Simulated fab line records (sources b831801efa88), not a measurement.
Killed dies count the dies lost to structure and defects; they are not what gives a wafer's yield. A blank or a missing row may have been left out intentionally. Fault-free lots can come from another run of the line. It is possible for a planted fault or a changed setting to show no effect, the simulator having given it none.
Matching of chambers ; flow sky130 ; 4 sister chambers for SKY_VIA3_CMP_02 on cmp-01
The step polishes SiO2. 4 wafers are shown with their chamber, then 11 later ones without.

WAFERS PAIRED WITH THEIR CHAMBERS
wafer;chamber;motor_current_A (A)
L086.1;1;12.1
L087.1;3;13.0
L087.5;0;11.7
L088.3;2;13.4

WAFERS WITHOUT THEIR CHAMBER
wafer;motor_current_A (A)
L088.4;12.1
L088.6;12.6
L092.2;13.0
L092.3;12.2
L092.4;12.5
L095.1;12.6
L095.3;12.6
L095.4;13.0
L097.1;12.3
L097.3;12.8
L097.6;12.3

WHICH CHAMBER EACH WENT THROUGH
wafer;from the rows above;in truth
L088.4;can't be placed: 1 or 0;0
L088.6;can't be placed: 3 or 1 or 2 or 0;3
L092.2;can't be placed: 3 or 2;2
L092.3;can't be placed: 1 or 0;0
L092.4;can't be placed: 1 or 3 or 0 or 2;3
L095.1;can't be placed: 3 or 1 or 2 or 0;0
L095.3;can't be placed: 3 or 1 or 2 or 0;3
L095.4;can't be placed: 3 or 2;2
L097.1;can't be placed: 1 or 0 or 3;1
L097.3;can't be placed: 3 or 2 or 1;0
L097.6;can't be placed: 1 or 0 or 3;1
Placed correctly: 0 of 11. These rows do not allow placing 11 (true chamber among the candidates in 10). Placed wrongly: 0.
How it was worked out, from the rows above alone: a wafer's distance from a chamber is the root of the sum, over the readings, of the square of ((its reading less the chamber's mean) divided by the reading's scatter). The wafer belongs to the nearest chamber; if the next one is less than 2 further off, it can't be placed. A chamber's mean is the mean of its shown wafers. The scatter (one wafer shown for each chamber): square how far every hidden wafer sits from the nearest shown wafer, average those squares and take the square root.
